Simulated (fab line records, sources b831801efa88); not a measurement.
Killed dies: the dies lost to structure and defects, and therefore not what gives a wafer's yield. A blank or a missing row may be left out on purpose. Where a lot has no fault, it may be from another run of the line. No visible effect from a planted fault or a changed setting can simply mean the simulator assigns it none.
One fault through the eyes of 2 desks	flow gf180mcu	what lay behind the numbers comes last; until then each desk has only its own

TOOL OWNER'S DESK, pvd_sputter-01
The tool's own readings at GF_M2_SPUTTER_01 (material TiN, target thk 30 nm, time 25 s): means of the sampled wafers that have a number, for each lot that ran on this tool. If a lot's mean is further than 4 standard deviations from the usual mean, the lot is out of limits and carries the mark OUT (the distance appears in the brackets).
Columns: A = cathode_dc_power_W at GF_M2_SPUTTER_01, usual 6500.0 W; B = throttle_valve_pct at GF_M2_SPUTTER_01, usual 30.2 %
lot	first seen here	A	B
L863	day 18 14:14	6500.4	29.4
L866	day 19 16:08	6499.4	29.1
L870	day 21 05:05	6500.1	29.9
L877	day 23 15:56	7709.9 (+99 or more) OUT	31.4
L881	day 24 23:39	7710.0 (+99 or more) OUT	30.2
This desk's verdict: out of limits on L877, L881, starting with L877 at day 23 15:56 (cathode_dc_power_W at GF_M2_SPUTTER_01). L863, L866, L870 stayed within limits.

THE METROLOGY DESK
Means of the sampled wafers that have a number, per lot and without regard to the tool the lot ran on: this is what the gauges read. If a lot's mean is further than 4 standard deviations from the usual mean, the lot is out of limits and carries the mark OUT (the distance appears in the brackets).
Columns: A = V1_W_THK at GF_V1_THK_MEAS_25, usual 357 nm
lot	first seen here	A
L863	day 18 13:34	361
L864	day 19 02:05	356
L866	day 19 15:40	357
L867	day 20 02:10	358
L868	day 20 13:50	360
L870	day 21 04:38	359
L871	day 21 13:56	356
L877	day 23 15:28	364
L878	day 23 19:04	365
L881	day 24 23:11	357
L882	day 25 07:52	367
L883	day 25 11:20	358
L885	day 26 03:44	355
Result from this desk: across the 13 lots, nothing is out of limits.

PUT TOGETHER
At day 23 15:56, on L877, L881, the tool owner's desk was in a position to raise an alarm.
At the metrology desk, nothing out of limits was observed.
The metrology desk has L877, L881 on record, within its limits.
Every lot named ran GF_M2_SPUTTER_01 on pvd_sputter-01.

WHAT THE SIMULATOR HAD INSERTED
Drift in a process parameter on pvd_sputter-01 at GF_M2_SPUTTER_01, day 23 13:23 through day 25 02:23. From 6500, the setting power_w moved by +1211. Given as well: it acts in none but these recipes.
Shown lots that were struck: L877, L881.
Delay in hours, fault start to first out-of-limits reading, by desk: the tool owner's desk at 3.
